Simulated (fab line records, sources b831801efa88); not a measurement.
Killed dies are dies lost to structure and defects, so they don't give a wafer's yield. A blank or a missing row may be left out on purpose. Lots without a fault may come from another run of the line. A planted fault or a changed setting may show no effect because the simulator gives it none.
A struck lot beside a sound one | flow sky130 | 15 steps out of a route of 708
Sound: wafers L592.2, L592.4, L592.6. Struck: wafers L583.2, L583.4, L583.6. The cause comes at the end.
At each step with rows: each side's tool, then ch and its chambers, then its first start. Under that, the readings that differ: sound wafers | struck wafers | difference of the means | sigmas: that difference in standard deviations of wafers without a fault.
alike: readings whose means differ by less than 2 such deviations, and words and numbers that are the same on both sides. not compared: withheld readings, readings that some wafer has no value for, bounds like >300 that may hide the same value, and numbers for which the record gives no deviation and whose values overlap.
The two part at a step that has a row with sigmas, a row that says differs or no value, or rows on one side only. Numbers that don't overlap but have no deviation are shown without sigmas and don't part them. A reading that every wafer of one side lacks parts them only if that side has two wafers or more.

first, 5 steps without rows for these wafers: SKY_VT_ADJUST_LVTN_COAT_13 (resist thk 1140 nm); SKY_VT_ADJUST_LVTN_SOFTBAKE_14 (time 60 s); SKY_VT_ADJUST_LVTN_EXPOSE_15 (exposes mask HVN STD DERIVED, target cd 600 nm); SKY_VT_ADJUST_LVTN_PEB_16; SKY_VT_ADJUST_LVTN_DEVELOP_17 (develop time 60 s).
SKY_VT_ADJUST_LVTN_OVL_MEAS_18:
  sound on overlay-02, day 13 20:27; struck on overlay-01, day 11 04:39
  reading                    | sound          | struck      | difference | sigmas
  VT_ADJUST_LVTN_01_OVL (nm) | -1.3 -2.8 -0.4 | 1.2 1.6 0.7 | +2.7       | +2
then, 1 step without rows for these wafers: SKY_VT_ADJUST_LVTN_IMPLANT_19.
SKY_VT_ADJUST_LVTN_STRIP_20: strips in O2/N2.
  sound on plasma_asher-03 ch 0,1, day 13 20:38; struck on plasma_asher-03 ch 0, day 11 04:50
  alike: drypump_motor_current_A, oes_product_au, strip_time_to_endpoint_s
  not compared: rf_hours_counter_h
SKY_VT_ADJUST_LVTN_TW_MEAS_21:
  sound on film_metro-02, day 13 20:44; struck on film_metro-04, day 11 04:56
  reading             | sound             | struck            | difference | sigmas
  VT_ADJUST_LVTN_2_TW | 185.2 184.7 184.7 | 191.9 191.9 190.9 | +6.7       | +2
then, 3 steps without rows for these wafers: SKY_VT_ADJUST_NCORE_DEHYDRATE_00 (time 60 s); SKY_VT_ADJUST_NCORE_HMDS_01 (prime time 60 s); SKY_VT_ADJUST_NCORE_COAT_02 (resist thk 1140 nm).
SKY_VT_ADJUST_NCORE_SOFTBAKE_03: time 60 s.
  sound on litho_track-01 ch 0, day 14 09:34; struck on litho_track-02 ch 0, day 11 16:46
  reading                  | sound             | struck            | difference | sigmas
  chill_plate_temp_C (C)   | 22.89 22.89 22.95 | 23.00 23.13 23.21 | +0.20      | +2
  heater_power_total_W (W) | 56.59 56.55 56.65 | 55.39 55.38 55.40 | -1.21      | -25
  plate_temp_C (C)         | 89.83 90.04 89.95 | 88.60 88.64 88.74 | -1.28      | -12
then, 2 steps without rows for these wafers: SKY_VT_ADJUST_NCORE_EXPOSE_04 (exposes mask LVTN COMPLEMENT THIN, target cd 380 nm); SKY_PAD_OPEN_PROBE_99.

WHERE THEY PART
First at SKY_VT_ADJUST_LVTN_OVL_MEAS_18; last, within this record, at SKY_VT_ADJUST_NCORE_SOFTBAKE_03.

WHY: what the simulator had put in
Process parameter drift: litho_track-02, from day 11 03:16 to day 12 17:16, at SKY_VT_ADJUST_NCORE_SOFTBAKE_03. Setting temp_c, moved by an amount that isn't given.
